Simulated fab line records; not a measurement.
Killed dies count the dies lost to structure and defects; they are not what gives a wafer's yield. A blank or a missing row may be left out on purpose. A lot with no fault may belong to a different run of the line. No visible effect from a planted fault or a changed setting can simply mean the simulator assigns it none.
A struck lot beside a sound one / flow sky130 / 21 steps out of a route of 708
Sound: the wafers L981.3, L981.4, L981.5. Wafers struck: L985.4, L985.5, L985.6. Last of all comes the cause.
Each step with rows lists, per side, the tool, then ch with its chambers, then its first start. Under that, the readings that differ: sound wafers / struck wafers / difference of the means / sigmas: that difference in standard deviations of wafers without a fault.
alike: readings with means less than 2 such deviations apart, plus words and numbers identical on both sides. not compared: withheld readings, readings lacking a value on some wafer, bounds such as >300 that could conceal the same value, and numbers that have no deviation in the record and whose values overlap.
A row with sigmas, a row that says differs or no value, or rows on one side alone: a step with any of these is where the two part. Numbers that don't overlap but have no deviation are shown without sigmas and don't part them. A reading missing from all wafers of one side parts the sides only when that side holds two or more wafers.

first, 5 steps without rows for these wafers: SKY_SD_P_COAT_02 (resist thk 1140 nm); SKY_SD_P_SOFTBAKE_03 (time 60 s); SKY_SD_P_EXPOSE_04 (exposes mask PSDM, target cd 380 nm); SKY_SD_P_PEB_05; SKY_SD_P_DEVELOP_06 (develop time 60 s).
SKY_SD_P_CD_MEAS_07 targets a cd of 380 nm.
  sound on cdSem-01 at day 28 19:58; struck on cdSem-01 at day 30 14:20
reading=cdNm (nm); sound=376.1 378.2 377.9; struck=383.0 383.0 383.2; difference=+5.7; sigmas=+2
SKY_SD_P_OVL_MEAS_08:
  sound on overlay-02 at day 28 20:04; struck on overlay-01 at day 30 14:25
  alike: SD_P_OVL
next, for these wafers, 1 step has no rows: SKY_SD_P_IMPLANT_09.
SKY_SD_P_STRIP_10: strips in O2/N2.
  sound on plasmaAsher-03 ch 0,1, day 28 20:16; struck on plasmaAsher-01 ch 0,1, day 30 14:37
  alike: chamberPressureMTorr, drypumpMotorCurrentA, oesProductAu, stripTimeToEndpointS
  not compared: rfHoursCounterH
SKY_SD_P_TW_MEAS_11:
  sound on filmMetro-02 at day 28 20:22; struck on filmMetro-02 at day 30 14:43
  alike: SD_P_TW
then, 2 steps without rows for these wafers: SKY_RES_XHIGH_DEHYDRATE_00 (time 60 s); SKY_RES_XHIGH_HMDS_01 (prime time 60 s).
SKY_RES_XHIGH_COAT_02: resist thk 1140 nm.
  sound on lithoTrack-03 ch 0, day 29 10:10; struck on lithoTrack-03 ch 0, day 31 04:23
reading=spinSpeedRpm (rpm); sound=3003.9 3003.0 3002.9; struck=2799.0 2799.8 2800.4; difference=-203.5; sigmas=-93
reading=model.NOVOLAK_of_RES_XHIGH_COAT_02.thkNm (nm); sound=1136 1136 1135; struck=1178 1178 1175; difference=+41; sigmas=
then, 3 steps without rows for these wafers: SKY_RES_XHIGH_SOFTBAKE_03 (time 60 s); SKY_RES_XHIGH_EXPOSE_04 (exposes mask URPM, target cd 1270 nm); SKY_RES_XHIGH_PEB_05.
SKY_RES_XHIGH_DEVELOP_06: develop time 60 s.
  sound on lithoTrack-03 ch 0, day 30 00:58; struck on lithoTrack-01 ch 0, day 31 18:50
reading=model.NOVOLAK_of_RES_XHIGH_COAT_02.thkNm (nm); sound=1136 1136 1134; struck=1178 1177 1175; difference=+41; sigmas=
next, for these wafers, 1 step has no rows: SKY_RES_XHIGH_IMPLANT_07.
SKY_RES_XHIGH_STRIP_08: strips in O2/N2.
  sound on plasmaAsher-03 ch 0,1, day 30 01:15; struck on plasmaAsher-02 ch 0,1, day 31 19:05
reading=stripTimeToEndpointS (s); sound=14.22 14.23 14.20; struck=14.67 14.67 14.65; difference=+0.45; sigmas=+13
  alike: chamberPressureMTorr, drypumpMotorCurrentA, oesProductAu
  not compared: rfHoursCounterH
SKY_RES_XHIGH_TW_MEAS_09:
  sound on filmMetro-01 at day 30 01:20; struck on filmMetro-03 at day 31 19:11
  alike: RES_XHIGH_TW
-- here the record skips 18 days between the struck wafers' starts before and after, leaving off in module RES_XHIGH and picking up in module PAD_OPEN (first step shown: number 708 of the route) --
SKY_PAD_OPEN_PROBE_99:
  record: rows for the struck wafers here (prober-01, day 49 15:11), none for the sound ones

WHERE THEY PART
At SKY_SD_P_CD_MEAS_07 first; at SKY_PAD_OPEN_PROBE_99 last (within this record only).

WHY: whatever the simulator had introduced
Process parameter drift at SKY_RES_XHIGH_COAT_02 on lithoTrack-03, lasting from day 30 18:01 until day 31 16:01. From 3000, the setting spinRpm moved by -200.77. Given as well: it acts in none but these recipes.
